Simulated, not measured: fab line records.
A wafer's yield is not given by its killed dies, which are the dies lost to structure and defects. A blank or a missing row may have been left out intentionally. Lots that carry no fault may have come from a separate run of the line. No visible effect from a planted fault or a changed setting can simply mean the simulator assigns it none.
Shared-tool check -- flow gf180mcu -- 14 lots and 41 wafers in the sample

WHY THIS WAS OPENED
GF_LVPWELL_TW_MEAS_11, reading LVPWELL_TW: flagged on 2 of 14 lots. No-fault wafers: 558, standard deviation 6.1.
Rule: a lot gets a flag if all its wafers with a number sit over 4 standard deviations from that mean, or if no wafer of it has a number. All remaining lots are regarded as sound.

lot,measured,on,"LVPWELL_TW, wafer by wafer",flag
L725,day 4 01:24,filmMetro-03,556 557 555,
L726,day 4 08:26,filmMetro-03,557 558 560,
L727,day 4 15:11,filmMetro-01,553 554 556,
L728,day 4 18:56,filmMetro-01,554 554 555,
L729,day 4 20:51,filmMetro-01,556 558 553,
L730,day 4 23:13,filmMetro-04,564 565 560,
L731,day 5 08:02,filmMetro-04,565 565 565,
L732,day 5 17:08,filmMetro-04,563 568,
L733,day 5 20:59,filmMetro-03,554 554 554,
L734,day 5 23:47,filmMetro-01,555 554 557,
L735,day 6 04:26,filmMetro-03,558 558 555,
L736,day 6 10:29,filmMetro-04,570 569 568,
L743,day 8 03:23,filmMetro-03,1284 1280 1289,FLAGGED
L744,day 8 08:17,filmMetro-01,1303 1293 1300,FLAGGED
The numbers of the flagged lots are 1292 on average: +734 against the usual, or +99 or more standard deviations.

WHICH TOOL EACH LOT WENT THROUGH
The record holds 1 process step before the reading, out of a route of 602 steps. Read each cell as the tool, then ch plus the chambers that the sampled wafers visited, then the start.
lot,flag,GF_LVPWELL_IMPLANT_08
L725,,"implanter-04 ch 0, day 4 01:01"
L726,,"implanter-01 ch 0, day 4 08:02"
L727,,"implanter-01 ch 0, day 4 14:47"
L728,,"implanter-01 ch 0, day 4 18:33"
L729,,"implanter-03 ch 0, day 4 20:28"
L730,,"implanter-03 ch 0, day 4 22:51"
L731,,"implanter-03 ch 0, day 5 07:39"
L732,,"implanter-01 ch 0, day 5 16:44"
L733,,"implanter-03 ch 0, day 5 20:35"
L734,,"implanter-03 ch 0, day 5 23:23"
L735,,"implanter-04 ch 0, day 6 04:02"
L736,,"implanter-01 ch 0, day 6 10:05"
L743,FLAGGED,"implanter-03 ch 0, day 8 02:59"
L744,FLAGGED,"implanter-01 ch 0, day 8 07:53"
What these steps do:
- GF_LVPWELL_IMPLANT_08
- GF_LVPWELL_TW_MEAS_11

FLAGGED AGAINST TOTAL, ONE TOOL AT A TIME (gauges that did the reading follow at the end)
step,tool,lots run,flagged,share of the flagged lots,sound lots run after its first flagged lot
GF_LVPWELL_IMPLANT_08,implanter-01,6,1,some,0
GF_LVPWELL_IMPLANT_08,implanter-03,6,1,some,0
GF_LVPWELL_IMPLANT_08,implanter-04,2,0,none,-
GF_LVPWELL_TW_MEAS_11,filmMetro-01,5,1,some,0
GF_LVPWELL_TW_MEAS_11,filmMetro-03,5,1,some,0
GF_LVPWELL_TW_MEAS_11,filmMetro-04,4,0,none,-

WHAT IS ALLOWED BY THE TABLE
No row of the table ran every flagged lot.

WHAT THE SIMULATOR HAD PUT IN
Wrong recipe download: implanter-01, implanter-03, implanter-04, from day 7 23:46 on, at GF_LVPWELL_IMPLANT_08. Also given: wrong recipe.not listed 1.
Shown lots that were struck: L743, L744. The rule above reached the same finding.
